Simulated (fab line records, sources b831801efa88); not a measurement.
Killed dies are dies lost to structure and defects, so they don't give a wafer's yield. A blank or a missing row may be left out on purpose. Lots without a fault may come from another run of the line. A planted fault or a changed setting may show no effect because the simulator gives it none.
fab line records | flow sky130
record lots=6 wafers=18 last_day=49
route steps=708 shown SONOS_TUNNEL@160 SONOS_ONO@168 GATE_OXIDE@187 PAD_OPEN@708
lots that met no fault: from a run of the same line without faults
start_h: hours from the record's first day to the start of the lot's first wafer shown | wait_h: hours since the lot's step before | " the same as in the row above | L1.1+2: a row that stands for several wafers | - no value, or no start given | * or withheld: withheld | < > ~ a bound
route shown NAME@n: a module of which the file shows steps, and the number in the route of the first | usual: mean/standard deviation of fault-free wafers | same: alike in all rows | chamber/n: place in a boat | sites: the reading at each site | _std_site: their standard deviation | _edge_site: outer sites' mean less inner sites' | radius_mm: how far each site lies from the wafer's centre | mask NAME#n: copy n | behind: the tool/chamber that last shaped the wafer | hold: why the lot was held/for how many hours/how that ended | device: the transistor (n, p or np) that didn't switch | end of line: the same wafers' tests at the end of the route | a step without rows: its recipe alone | killed: dies lost to structure and defects at the first sort, not the wafer's yield | map: a wafer's dies, x killed, . not, _ none there
set.NAME: the setting as run; set.NAME@STEP: as run at that earlier step | model.NAME: the simulator's own value behind a step, which no gauge read
lots at some steps of the route; a table a step, a row a wafer
services: from which hour (start_h, from the record's first day; less than 0 if before it) a tool's chamber was out of use, for how many hours, and why
## steps
# step SKY_SONOS_TUNNEL_DEVELOP_06
# recipe resist=NOVOLAK developer=TMAH develop_time_s=60 dev_temp_c=23
# step SKY_SONOS_TUNNEL_CD_MEAS_07
# recipe target_cd_nm=410
# usual cd_nm=410.3/2.2
# columns lot.wafer tool chamber start_h wait_h cd_nm
L153.2 cd_sem-01 - 251.32 0.1 406.4
L153.5 " - " " 408.4
L153.6 " - " " 408.2
L157.1 cd_sem-02 - 272.55 0.1 408.9
L157.5 " - " " 408.3
L157.6 " - " " 407.4
L158.1 cd_sem-02 - 284.70 0.1 409.8
L158.4 " - " " 411.9
L158.6 " - " " 408.7
L167.1 cd_sem-01 - 358.85 0.1 408.3
L167.2 " - " " 409.0
L167.5 " - " " 407.5
L171.1 cd_sem-01 - 395.65 0.1 409.7
L171.4 " - " " 409.2
L171.5 " - " " 409.0
L174.1 cd_sem-01 - 413.90 0.1 412.5
L174.3 " - " " 411.2
L174.6 " - " " 410.9
# step SKY_SONOS_TUNNEL_OVL_MEAS_08
# usual SONOS_TUNNEL_OVL=0.3/1.3
# columns lot.wafer tool chamber start_h wait_h SONOS_TUNNEL_OVL[nm]
L153.2 overlay-01 - 251.43 0.1 -0.3
L153.5 " - " " 0.6
L153.6 " - " " -0.3
L157.1 overlay-01 - 272.67 0.1 -1.4
L157.5 " - " " 0.8
L157.6 " - " " 0.4
L158.1 overlay-02 - 284.85 0.1 -0.2
L158.4 " - " " -1.1
L158.6 " - " " -0.6
L167.1 overlay-01 - 358.97 0.1 -0.8
L167.2 " - " " -1.6
L167.5 " - " " -0.2
L171.1 overlay-02 - 395.77 0.1 0.0
L171.4 " - " " -0.8
L171.5 " - " " -0.5
L174.1 overlay-01 - 414.02 0.1 1.4
L174.3 " - " " 1.8
L174.6 " - " " 3.6
# step SKY_SONOS_TUNNEL_IMPLANT_09
# recipe species=B energy_kev=20 dose_cm2=1e+12 tilt_deg=withheld
# step SKY_SONOS_TUNNEL_WET_ETCH_10
# recipe chemistry=dHF target_depth_nm=14 target=SiO2 dilution=100:1 temp_c=25 time_s=280
# step SKY_SONOS_TUNNEL_STRIP_11
# recipe chemistry=SPM time_s=600 temp_c=130
# step SKY_SONOS_TUNNEL_TW_MEAS_12
# usual SONOS_TUNNEL_TW=198.6/1.4
# columns lot.wafer tool chamber start_h wait_h SONOS_TUNNEL_TW
L153.2 film_metro-04 - 251.88 0.0 197.3
L153.5 " - " " 196.8
L153.6 " - " " 197.0
L157.1 film_metro-04 - 273.12 0.0 196.6
L157.5 " - " " 197.7
L157.6 " - " " 198.1
L158.1 film_metro-03 - 285.30 0.0 201.2
L158.4 " - " " 199.7
L158.6 " - " " 200.2
L167.1 film_metro-04 - 359.41 0.0 195.3
L167.2 " - " " 196.5
L167.5 " - " " 196.6
L171.1 film_metro-04 - 396.22 0.0 198.0
L171.4 " - " " 197.4
L171.5 " - " " 197.6
L174.1 film_metro-03 - 414.46 0.0 200.0
L174.3 " - " " 200.3
L174.6 " - " " 200.1
# step SKY_SONOS_TUNNEL_CLEAN_13
# recipe chemistry=dHF time_s=20 dilution=100:1 dry=ipa_marangoni
# step SKY_SONOS_ONO_OXIDATION_00
# recipe temp_c=800 ambient=O2 idle_temp_c=700 ramp_up_c_per_min=10 ramp_down_c_per_min=3 stabilise_s=600 purge_s=300 target_thk_a=26 ox_time_s=1249
# step SKY_SONOS_ONO_THK_MEAS_01
# recipe reads=SiO2_of_SONOS_ONO_OXIDATION_00
# usual SONOS_ONO_OXIDATION_THK=2.61/0.055
# columns lot.wafer tool chamber start_h wait_h SONOS_ONO_OXIDATION_THK[nm]
L153.2 film_metro-02 - 253.99 0.0 2.67
L153.5 " - " " 2.65
L153.6 " - " " 2.64
L157.1 film_metro-03 - 274.54 0.0 2.71
L157.5 " - " " 2.72
L157.6 " - " " 2.78
L158.1 film_metro-02 - 288.45 0.0 2.65
L158.4 " - " " 2.63
L158.6 " - " " 2.60
L167.1 film_metro-03 - 362.13 0.0 2.60
L167.2 " - " " 2.58
L167.5 " - " " 2.50
L171.1 film_metro-01 - 399.82 0.0 2.59
L171.4 " - " " 2.61
L171.5 " - " " 2.65
L174.1 film_metro-01 - 416.01 0.0 2.53
L174.3 " - " " 2.55
L174.6 " - " " 2.63
# step SKY_SONOS_ONO_CVD_02
# recipe material=Si3N4 precursor=DCS/NH3 target_thk_nm=10.5 temp_c=770 time_s=180 pressure_mtorr=259.5
# step SKY_SONOS_ONO_THK_MEAS_03
# recipe reads=Si3N4_of_SONOS_ONO_CVD_02
# usual SONOS_ONO_CVD_02_THK=10.60/0.12
# columns lot.wafer tool chamber start_h wait_h SONOS_ONO_CVD_02_THK[nm]
L153.2 film_metro-01 - 255.25 0.0 10.54
L153.5 " - " " 10.60
L153.6 " - " " 10.57
L157.1 film_metro-03 - 276.59 0.0 10.68
L157.5 " - " " 10.78
L157.6 " - " " 10.73
L158.1 film_metro-03 - 291.12 0.0 10.51
L158.4 " - " " 10.46
L158.6 " - " " 10.44
L167.1 film_metro-02 - 364.30 0.0 10.81
L167.2 " - " " 10.87
L167.5 " - " " 10.75
L171.1 film_metro-01 - 401.10 0.0 10.58
L171.4 " - " " 10.57
L171.5 " - " " 10.48
L174.1 film_metro-01 - 417.12 0.0 10.43
L174.3 " - " " 10.50
L174.6 " - " " 10.50
# step SKY_SONOS_ONO_CVD_04
# recipe material=SiO2 precursor=SiH4/N2O target_thk_nm=5.7199 temp_c=900 pressure_mtorr=400
# usual spike_tc_top_C=912.3/1.8 zone_power_lower_pct=18.7/1.7
# columns lot.wafer tool chamber start_h wait_h spike_tc_top_C zone_power_lower_pct
L153.2 lpcvd-03 0 255.30 0.0 910.6 16.9
L153.5 " 0 " " 911.0 16.5
L153.6 " 0 " " 910.4 16.2
L157.1 lpcvd-03 1 276.65 0.1 914.4 20.3
L157.5 " 1 " " 913.7 19.9
L157.6 " 1 " " 913.3 20.1
L158.1 lpcvd-03 1 291.18 0.1 913.5 20.1
L158.4 " 1 " " 913.5 19.8
L158.6 " 1 " " 914.2 19.9
L167.1 lpcvd-03 1 364.36 0.1 914.5 20.1
L167.2 " 1 " " 912.4 20.1
L167.5 " 1 " " 913.9 19.8
L171.1 lpcvd-03 1 401.16 0.1 913.7 19.8
L171.4 " 1 " " 912.6 20.3
L171.5 " 1 " " 914.0 20.0
L174.1 lpcvd-03 1 417.32 0.2 912.6 20.1
L174.3 " 1 " " 913.9 20.0
L174.6 " 1 " " 914.1 20.4
# step SKY_SONOS_ONO_THK_MEAS_05
# recipe reads=SiO2_of_SONOS_ONO_CVD_04
# usual SONOS_ONO_CVD_04_THK=5.71/0.11
# columns lot.wafer tool chamber start_h wait_h SONOS_ONO_CVD_04_THK[nm]
L153.2 film_metro-03 - 256.56 0.0 5.69
L153.5 " - " " 5.71
L153.6 " - " " 5.79
L157.1 film_metro-03 - 277.90 0.0 5.58
L157.5 " - " " 5.65
L157.6 " - " " 5.70
L158.1 film_metro-03 - 292.43 0.0 5.82
L158.4 " - " " 5.83
L158.6 " - " " 5.80
L167.1 film_metro-02 - 365.61 0.0 5.73
L167.2 " - " " 5.65
L167.5 " - " " 5.72
L171.1 film_metro-01 - 403.04 0.0 5.63
L171.4 " - " " 5.72
L171.5 " - " " 5.76
L174.1 film_metro-03 - 418.57 0.0 5.93
L174.3 " - " " 5.89
L174.6 " - " " 5.90
# step SKY_SONOS_ONO_DEHYDRATE_06
# recipe temp_c=200 time_s=60
# step SKY_SONOS_ONO_HMDS_07
# recipe prime_time_s=60 prime_temp_c=120
# step SKY_SONOS_ONO_COAT_08
# recipe resist=NOVOLAK spin_rpm=3000 resist_thk_nm=1140
# step SKY_SONOS_ONO_SOFTBAKE_09
# recipe temp_c=90 time_s=60 resist=NOVOLAK
# step SKY_SONOS_ONO_EXPOSE_10
# recipe mask_id=ONOM target_cd_nm=410 na=0.6 source_shape=conventional sigma_outer=0.6 dose_mj=150
# step SKY_SONOS_ONO_PEB_11
# recipe temp_c=withheld time_s=* resist=NOVOLAK
# step SKY_SONOS_ONO_DEVELOP_12
# recipe develop_time_s=60 dev_temp_c=23
# step SKY_SONOS_ONO_CD_MEAS_13
# recipe target_cd_nm=410
# usual cd_nm=409.9/2.4
# columns lot.wafer tool chamber start_h wait_h cd_nm
L153.2 cd_sem-02 - 280.87 0.1 411.3
L153.5 " - " " 408.1
L153.6 " - " " 409.8
L157.1 cd_sem-02 - 302.55 0.1 410.8
L157.5 " - " " 415.0
L157.6 " - " " 415.2
L158.1 cd_sem-02 - 318.46 0.1 407.4
L158.4 " - " " 410.0
L158.6 " - " " 408.3
L167.1 cd_sem-02 - 392.81 0.1 409.8
L167.2 " - " " 409.8
L167.5 " - " " 409.1
L171.1 cd_sem-01 - 432.31 0.1 410.4
L171.4 " - " " 411.0
L171.5 " - " " 411.9
L174.1 cd_sem-02 - 449.40 0.1 412.6
L174.3 " - " " 413.6
L174.6 " - " " 412.9
# step SKY_SONOS_ONO_OVL_MEAS_14
# usual SONOS_ONO_OVL=0.2/1.2
# columns lot.wafer tool chamber start_h wait_h SONOS_ONO_OVL[nm]
L153.2 overlay-02 - 280.97 0.1 1.2
L153.5 " - " " 1.6
L153.6 " - " " 1.4
L157.1 overlay-02 - 302.67 0.1 -0.3
L157.5 " - " " -0.6
L157.6 " - " " -1.1
L158.1 overlay-02 - 318.58 0.1 2.8
L158.4 " - " " 2.9
L158.6 " - " " -0.3
L167.1 overlay-01 - 392.93 0.1 -0.4
L167.2 " - " " -0.7
L167.5 " - " " 0.7
L171.1 overlay-01 - 432.43 0.1 1.3
L171.4 " - " " 0.4
L171.5 " - " " 0.2
L174.1 overlay-01 - 449.52 0.1 -1.8
L174.3 " - " " 0.1
L174.6 " - " " -0.4
# step SKY_SONOS_ONO_ETCH_15
# recipe target_depth_nm=19.52 chemistry=CHF3/O2 source_w=609.2 bias_w=200 pressure_mtorr=40 chf3_flow_sccm=50 O2_flow_sccm=5 time_s=7.8
# usual bias_w=200.0/0.58 chamber_pressure_mTorr=39.99/0.037 drypump_motor_current_A=5.7/0.41 oes_product_au=1.009/0.011 throttle_valve_pct=8.828/0.0086
# columns lot.wafer tool chamber start_h wait_h bias_w chamber_pressure_mTorr drypump_motor_current_A oes_product_au rf_hours_counter_h throttle_valve_pct
L153.2 rie_diel-01 0 281.00 0.0 200.8 40.08 5.5 1.013 67 8.838
L153.5 " 0 " " 200.0 39.91 5.4 1.013 - 8.839
L153.6 " 1 " " 200.0 39.98 5.7 1.015 - 8.846
L157.1 rie_diel-03 2 302.70 0.0 200.7 40.01 6.3 0.986 7 8.823
L157.5 " 0 " " 200.2 39.93 5.9 1.015 - 8.832
L157.6 " 1 " " 200.1 40.00 5.5 0.989 - 8.835
L158.1 rie_diel-03 1 318.62 0.0 200.2 40.03 5.5 1.011 14 8.819
L158.4 " 2 " " 199.3 40.04 6.3 0.993 7 8.834
L158.6 " 0 " " 199.8 40.02 5.9 1.019 - 8.819
L167.1 rie_diel-02 1 392.97 0.0 199.9 39.97 5.4 0.996 3 8.824
L167.2 " 3 " " 200.5 40.03 5.6 1.020 0 8.831
L167.5 " 3 " " 200.0 39.98 5.6 1.028 - 8.833
L171.1 rie_diel-02 0 432.47 0.0 199.3 39.94 6.0 1.006 41 8.830
L171.4 " 1 " " 199.8 39.99 5.4 0.997 - 8.832
L171.5 " 3 " " 200.9 40.04 5.6 1.036 - 8.833
L174.1 rie_diel-03 0 449.55 0.0 199.3 40.02 5.9 1.014 65 8.823
L174.3 " 3 " " 199.9 40.02 6.6 1.029 3 8.838
L174.6 " 0 " " 199.1 40.00 5.9 1.017 - 8.836
# step SKY_SONOS_ONO_WET_ETCH_16
# recipe chemistry=dHF target_depth_nm=14 dry=n2_spin target=SiO2 dilution=100:1 temp_c=25 time_s=280
# step SKY_SONOS_ONO_STRIP_17
# recipe chemistry=O2/N2 power_w=1400 pressure_mtorr=1500 platen_temp_c=withheld o2_flow_sccm=3000 n2_flow_sccm=300 overash_fraction=0.5
# usual chamber_pressure_mTorr=1499.9/1.4 drypump_motor_current_A=6.0/0.38 o2_flow_sccm=3001/9.5 oes_product_au=0.710/0.0045 strip_time_to_endpoint_s=14.10/0.041
# columns lot.wafer tool chamber start_h wait_h chamber_pressure_mTorr drypump_motor_current_A o2_flow_sccm oes_product_au rf_hours_counter_h strip_time_to_endpoint_s
L153.2 plasma_asher-04 1 281.11 0.0 1501.3 6.3 2991 0.710 44 14.06
L153.5 " 1 " " 1498.9 6.3 2988 0.707 - 14.08
L153.6 " 0 " " 1501.1 5.4 2998 0.707 - 14.07
L157.1 plasma_asher-02 1 302.81 0.0 1500.7 5.6 2988 0.713 64 14.17
L157.5 " 1 " " 1498.0 5.6 2998 0.712 - 14.14
L157.6 " 0 " " 1498.1 6.1 2994 0.714 - 14.14
L158.1 plasma_asher-01 1 318.73 0.0 1501.6 5.9 3004 0.706 21 14.06
L158.4 " 1 " " 1501.5 5.9 2992 0.705 - 14.09
L158.6 " 0 " " 1501.5 6.7 3009 0.708 - 14.07
L167.1 plasma_asher-02 1 393.19 0.0 1501.0 5.7 2994 0.711 75 14.10
L167.2 " 0 " " 1498.1 6.1 2990 0.707 75 14.07
L167.5 " 0 " " 1500.9 6.1 2999 0.703 - 14.07
L171.1 plasma_asher-02 1 432.58 0.0 1499.7 5.7 3005 0.713 0 14.14
L171.4 " 0 " " 1498.7 6.1 3005 0.721 - 14.09
L171.5 " 1 " " 1500.2 5.7 2997 0.707 - 14.11
L174.1 plasma_asher-02 1 449.66 0.0 1499.8 5.6 3007 0.707 2 14.16
L174.3 " 0 " " 1502.0 6.1 3003 0.717 - 14.16
L174.6 " 1 " " 1496.6 5.6 2986 0.706 - 14.16
# step SKY_SONOS_ONO_WET_ETCH_18
# recipe chemistry=H3PO4 target_depth_nm=15 target=Si3N4 temp_c=160 time_s=172
# step SKY_GATE_OXIDE_CLEAN_00
# recipe chemistry=SC1/SC2 mix=1:4:20 temp_c=70 time_s=150 dry=n2_spin
# step SKY_GATE_OXIDE_OXIDATION_01
# recipe temp_c=900 ambient=O2 stabilise_s=600 purge_s=300 target_thk_a=102.68 ox_time_s=1473
# step SKY_GATE_OXIDE_THK_MEAS_02
# recipe reads=SiO2_of_GATE_OXIDE_OXIDATION_01
# usual GATE_OXIDE_OXIDATION_00_THK=10.29/0.21
# columns lot.wafer tool chamber start_h wait_h GATE_OXIDE_OXIDATION_00_THK[nm]
L153.2 film_metro-04 - 282.75 0.0 10.07
L153.5 " - " " 10.21
L153.6 " - " " 9.91
L157.1 film_metro-04 - 304.44 0.0 10.27
L157.5 " - " " 10.13
L157.6 " - " " 10.07
L158.1 film_metro-02 - 324.24 0.0 10.32
L158.4 " - " " 10.39
L158.6 " - " " 10.15
L167.1 film_metro-02 - 395.71 0.0 10.24
L167.2 " - " " 10.27
L167.5 " - " " 10.38
L171.1 film_metro-02 - 434.19 0.0 9.96
L171.4 " - " " 9.80
L171.5 " - " " 9.96
L174.1 film_metro-02 - 454.10 0.0 10.15
L174.3 " - " " 10.28
L174.6 " - " " 10.30
# step SKY_GATE_OXIDE_DEHYDRATE_03
# recipe temp_c=200 time_s=60
# step SKY_GATE_OXIDE_HMDS_04
# recipe prime_time_s=60 prime_temp_c=120
# step SKY_GATE_OXIDE_COAT_05
# recipe resist=NOVOLAK spin_rpm=3000 resist_thk_nm=1140
# step SKY_GATE_OXIDE_SOFTBAKE_06
# recipe temp_c=90 time_s=60 resist=NOVOLAK
# step SKY_GATE_OXIDE_EXPOSE_07
# recipe mask_id=LVOM na=0.6 source_shape=conventional sigma_outer=0.6 polarization=unpolarized target_cd_nm=600 dose_mj=170
# step SKY_GATE_OXIDE_PEB_08
# recipe temp_c=withheld time_s=* resist=NOVOLAK
# step SKY_GATE_OXIDE_DEVELOP_09
# recipe resist=NOVOLAK developer=TMAH develop_time_s=60 dev_temp_c=23
# step SKY_GATE_OXIDE_OVL_MEAS_10
# usual GATE_OXIDE_OVL=0.8/1.4
# columns lot.wafer tool chamber start_h wait_h GATE_OXIDE_OVL[nm]
L153.2 overlay-02 - 307.95 0.1 1.8
L153.5 " - " " -0.2
L153.6 " - " " 1.8
L157.1 overlay-01 - 330.60 0.1 0.2
L157.5 " - " " -0.5
L157.6 " - " " 0.5
L158.1 overlay-01 - 351.26 0.1 0.2
L158.4 " - " " 0.1
L158.6 " - " " 0.5
L167.1 overlay-02 - 425.16 0.1 1.8
L167.2 " - " " 2.6
L167.5 " - " " 0.3
L171.1 overlay-02 - 464.34 0.1 1.4
L171.4 " - " " 0.9
L171.5 " - " " -0.1
L174.1 overlay-02 - 484.61 0.1 4.6
L174.3 " - " " 4.3
L174.6 " - " " 2.3
# step SKY_GATE_OXIDE_IMPLANT_11
# recipe species=B energy_kev=10 dose_cm2=2.6e+12 tilt_deg=withheld
# step SKY_GATE_OXIDE_WET_ETCH_12
# recipe chemistry=dHF target_depth_nm=16.8 dry=n2_spin target=SiO2 dilution=100:1 temp_c=25 time_s=329.8
# step SKY_GATE_OXIDE_STRIP_13
# recipe chemistry=O2/N2 power_w=1400 pressure_mtorr=1500 platen_temp_c=withheld o2_flow_sccm=3000 n2_flow_sccm=300 overash_fraction=0.5
# usual chamber_pressure_mTorr=1499.8/1.3 drypump_motor_current_A=5.9/0.34 o2_flow_sccm=3002/10 oes_product_au=0.715/0.0044 strip_time_to_endpoint_s=14.18/0.041
# columns lot.wafer tool chamber start_h wait_h chamber_pressure_mTorr drypump_motor_current_A o2_flow_sccm oes_product_au rf_hours_counter_h strip_time_to_endpoint_s
L153.2 plasma_asher-02 1 308.24 0.0 1499.7 5.6 3019 0.708 65 14.22
L153.5 " 0 " " 1500.1 6.1 3001 0.712 - 14.26
L153.6 " 1 " " 1499.9 5.6 3011 0.715 - 14.20
L157.1 plasma_asher-02 0 330.89 0.0 1499.8 6.1 3016 0.720 68 14.24
L157.5 " 1 " " 1500.9 5.7 2992 0.710 - 14.24
L157.6 " 0 " " 1500.5 6.1 3009 0.715 - 14.26
L158.1 plasma_asher-04 0 351.55 0.0 1498.8 5.4 3016 0.715 51 14.15
L158.4 " 0 " " 1498.5 5.4 3011 0.713 - 14.21
L158.6 " 1 " " 1500.1 6.3 2992 0.714 - 14.16
L167.1 plasma_asher-04 0 425.45 0.0 1501.1 5.4 2994 0.710 57 14.14
L167.2 " 1 " " 1501.0 6.4 3004 0.715 57 14.16
L167.5 " 1 " " 1501.1 6.4 3002 0.710 - 14.17
L171.1 plasma_asher-03 0 464.63 0.0 1500.1 5.6 3017 0.721 74 14.15
L171.4 " 0 " " 1502.8 5.6 3013 0.714 - 14.12
L171.5 " 1 " " 1498.8 6.1 3007 0.713 - 14.12
L174.1 plasma_asher-03 1 484.90 0.0 1501.6 6.1 3003 0.714 75 14.18
L174.3 " 0 " " 1498.7 5.5 2985 0.723 - 14.17
L174.6 " 1 " " 1501.6 6.1 2990 0.722 - 14.18
# step SKY_GATE_OXIDE_TW_MEAS_14
# usual GATE_OXIDE_TW=226.1/1.3
# columns lot.wafer tool chamber start_h wait_h GATE_OXIDE_TW
L153.2 film_metro-03 - 308.35 0.1 227.3
L153.5 " - " " 227.9
L153.6 " - " " 227.3
L157.1 film_metro-04 - 330.99 0.1 226.9
L157.5 " - " " 225.6
L157.6 " - " " 225.7
L158.1 film_metro-02 - 351.65 0.1 227.1
L158.4 " - " " 227.5
L158.6 " - " " 226.4
L167.1 film_metro-04 - 425.55 0.1 225.1
L167.2 " - " " 223.6
L167.5 " - " " 224.2
L171.1 film_metro-03 - 464.73 0.1 226.9
L171.4 " - " " 225.1
L171.5 " - " " 226.0
L174.1 film_metro-03 - 485.00 0.1 227.4
L174.3 " - " " 227.8
L174.6 " - " " 227.8
# step SKY_PAD_OPEN_PROBE_99
# usual killed_at_M0_to_M3=44/7.2 killed_at_M4_up=3.1/1.8 killed_at_contacts=25/5.2 killed_at_front_end=15/3.9 killed_at_other=0.2/0.5 killed_dies=86/9.5 killed_on_rim=17/3.5 killed_open=47/7.3 killed_short=40/6
# same gross_dies=492 killed_at_back_side=0
# columns lot.wafer tool chamber start_h wait_h killed_at_M0_to_M3 killed_at_M4_up killed_at_contacts killed_at_front_end killed_at_other killed_dies killed_on_rim killed_open killed_short
L153.2 prober-02 - 1074.82 0.1 39 3 32 8 1 83 11 41 42
L153.5 prober-02 - 1074.97 0.2 39 1 24 8 1 73 15 35 38
L153.6 prober-02 - 1075.02 0.2 41 1 24 10 0 76 15 33 43
L157.1 prober-02 - 1095.58 0.1 36 4 17 69 0 126 14 32 42
L157.5 prober-02 - 1095.78 0.2 44 7 28 66 0 145 19 51 43
L157.6 prober-02 - 1095.83 0.2 41 1 17 68 0 127 16 36 39
L158.1 prober-01 - 1105.36 0.1 43 2 24 60 0 129 12 34 40
L158.4 prober-01 - 1105.51 0.2 43 3 21 67 0 134 17 28 52
L158.6 prober-01 - 1105.61 0.2 47 4 20 69 0 140 19 46 39
L167.1 prober-01 - 1157.89 0.1 58 1 32 12 1 104 18 63 41
L167.2 prober-01 - 1157.94 0.1 43 4 31 19 0 97 20 53 44
L167.5 prober-01 - 1158.09 0.2 52 1 27 18 0 98 17 59 39
# killed by level:class
L153.2 LI_CONTACT:geometric_particle:open=10 VIA1:geometric_particle:open=10 LOCAL_INTERCONNECT:geometric_particle:short=9 CONTACT:geometric_particle:open=9 METAL3:geometric_particle:short=5 VIA2:geometric_particle:open=4 VIA3:geometric_particle:short=4 FIELD_ISO:geometric_particle:open=3
L153.5 METAL1:geometric_particle:short=9 VIA3:geometric_particle:open=8 LI_CONTACT:geometric_particle:open=8 CONTACT:geometric_particle:open=8 VIA2:geometric_particle:short=7 LOCAL_INTERCONNECT:geometric_particle:short=4 CONTACT:geometric_particle:short=4 VIA1:geometric_particle:open=4
L153.6 VIA1:geometric_particle:open=10 VIA3:geometric_particle:short=9 CONTACT:geometric_particle:open=8 LI_CONTACT:geometric_particle:open=6 METAL1:geometric_particle:short=6 CONTACT:geometric_particle:short=5 METAL2:geometric_particle:short=5 FIELD_ISO:geometric_particle:short=4
L157.1 SONOS_ONO:unspecified=52 VIA1:geometric_particle:open=6 VIA3:geometric_particle:open=6 METAL2:geometric_particle:short=6 FIELD_ISO:geometric_particle:short=5 POLY_GATE:geometric_particle:short=5 LI_CONTACT:geometric_particle:open=5 VIA2:geometric_particle:open=4
L157.5 SONOS_ONO:unspecified=51 CONTACT:geometric_particle:open=12 VIA1:geometric_particle:open=11 METAL1:geometric_particle:short=6 VIA1:geometric_particle:short=6 LI_CONTACT:geometric_particle:open=5 METAL2:geometric_particle:short=5 VIA3:geometric_particle:open=5
L157.6 SONOS_ONO:unspecified=52 VIA1:geometric_particle:open=9 VIA3:geometric_particle:open=8 CONTACT:geometric_particle:open=7 METAL2:geometric_particle:short=6 METAL1:geometric_particle:short=5 METAL3:geometric_particle:short=5 POLY_GATE:geometric_particle:short=4
L158.1 SONOS_ONO:unspecified=55 CONTACT:geometric_particle:open=9 LI_CONTACT:geometric_particle:open=6 VIA1:geometric_particle:short=6 VIA1:geometric_particle:open=6 VIA2:geometric_particle:short=6 VIA2:geometric_particle:open=6 METAL2:geometric_particle:short=5
L158.4 SONOS_ONO:unspecified=54 METAL1:geometric_particle:short=12 CONTACT:geometric_particle:open=9 VIA1:geometric_particle:short=9 LI_CONTACT:geometric_particle:short=5 FIELD_ISO:geometric_particle:short=4 VIA3:geometric_particle:short=4 VIA1:geometric_particle:open=4
L158.6 SONOS_ONO:unspecified=55 VIA1:geometric_particle:open=12 VIA3:geometric_particle:open=10 CONTACT:geometric_particle:open=7 LI_CONTACT:geometric_particle:short=6 METAL2:geometric_particle:short=6 LI_CONTACT:geometric_particle:open=5 METAL1:geometric_particle:short=5
L167.1 VIA1:geometric_particle:open=18 LI_CONTACT:geometric_particle:open=10 VIA3:geometric_particle:open=10 CONTACT:geometric_particle:open=9 CONTACT:geometric_particle:short=7 VIA2:geometric_particle:short=7 LOCAL_INTERCONNECT:geometric_particle:short=5 VIA1:geometric_particle:short=5
L167.2 VIA1:geometric_particle:open=11 CONTACT:geometric_particle:open=10 LI_CONTACT:geometric_particle:open=9 VIA2:geometric_particle:open=8 METAL1:geometric_particle:short=7 FIELD_ISO:geometric_particle:open=6 LOCAL_INTERCONNECT:geometric_particle:short=5 VIA1:geometric_particle:short=5
L167.5 VIA1:geometric_particle:open=19 CONTACT:geometric_particle:open=8 CONTACT:geometric_particle:short=6 LI_CONTACT:geometric_particle:open=6 VIA3:geometric_particle:open=6 METAL1:geometric_particle:short=6 VIA1:geometric_particle:short=6 FIELD_ISO:geometric_particle:open=5
# map L157.5 (x killed, . not)
__________.........._________
________xx...x........_______
______...........xx....._____
_____....x..x.x.x........____
____.x.x.x..x...x....x...x___
___....x.....x...xx.......x__
__........xx.............x.x_
_.............x.....x........
_x...x.......xx.xx..xx.x...x.
_.x...........x..xxx.x..x.x..
_.x.xx...x...x.............xx
_x...x....x.......x.....x...x
_.....xx.....x..xx...xx..xx..
_.........xxxxxxxxx...x.x.x..
_........xxxxxxxxx.x.......x.
__......xxxxxxxxxxx........._
___......xxxxxxxxxx......xx__
____.x..xx.xxxxxxxx.x....x___
_____........xxxxx.xx....____
______.x..x.x.xx....x..._____
________..xx...x..x..._______
__________x...x....._________
# map L158.6 (x killed, . not)
__________..xx.....x_________
________..x.....x.x..._______
______.x........x.x....._____
_____.x....xxx..x.....x..____
____.....x..........x....x___
___.xx..................x..__
__..x..x.x..x..x.x.x...x..xx_
_........x............x......
_......x.........x......x....
_..x...x..x.....x.....xx.....
_.....x.........xx....xx..x..
_...x........x...........x..x
_x.....x......x..xxx..x.x..x.
_....x....xxxxxxx.x..........
_...xx.xx..xxxxxxxx....x..x.x
__....x...xxxxxxxxxx........_
___x.....x.xxxxxxxx.x......__
____..x.x..xxxxxxxx......x___
_____.....xxxxxxxx....x..____
______.x....xxxx...xx..._____
________x...x..xx....._______
__________.......x.x_________
## services
# columns tool chamber start_h hours kind
lpcvd-03 - 264.07 1.6 repair
plasma_asher-02 - 273.61 2.2 repair
plasma_asher-03 - 305.50 14.6 pm
lpcvd-03 - 309.49 6.0 pm
rie_diel-01 - 310.86 2.8 pm
plasma_asher-04 - 317.96 2.8 pm
plasma_asher-03 - 334.40 0.4 repair
rie_diel-02 3 348.63 7.2 repair
plasma_asher-04 - 365.03 6.2 repair
plasma_asher-01 - 368.21 1.4 repair
rie_diel-01 0 371.65 5.1 repair
plasma_asher-03 - 374.07 1.3 repair
rie_diel-01 - 390.59 3.8 repair
plasma_asher-04 - 393.98 7.9 repair
rie_diel-03 1 397.13 6.2 repair
rie_diel-03 2 399.75 3.9 repair
plasma_asher-02 - 421.25 9.0 pm
plasma_asher-02 0 421.25 9.0 vent_cycle
plasma_asher-02 1 421.25 9.0 vent_cycle
plasma_asher-01 - 433.46 1.7 repair
rie_diel-03 - 459.08 0.3 repair
plasma_asher-04 - 462.74 1.0 repair
plasma_asher-02 - 477.81 4.1 repair
rie_diel-03 2 482.64 6.0 repair
## key
first_sign step=SKY_PAD_OPEN_PROBE_99 reading=killed_at_front_end direction=up sigmas=13 usual=15 struck=66
effect step=SKY_PAD_OPEN_PROBE_99 reading=killed_dies direction=up sigmas=4.9 usual=86 struck=134
met_at SKY_SONOS_ONO_CVD_04
struck_wafers L157.1,L157.5,L157.6,L158.1,L158.4,L158.6
tester_left_out L157,L158
onset_between 255.30 276.65
fault kind=chamber_particle_source tool=lpcvd-03 chamber=- onset_h=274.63 steps=SKY_SONOS_ONO_CVD_04 rate_per_visit_cm2=0.7998 end_h=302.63
# tester_left_out: of these lots the tester's yield and bins aren't shown, on N5 and GAA mostly nor the transistor test; their killed dies are dies lost to structure and defects alone, not to doping, threshold or leakage, so they don't give the yield
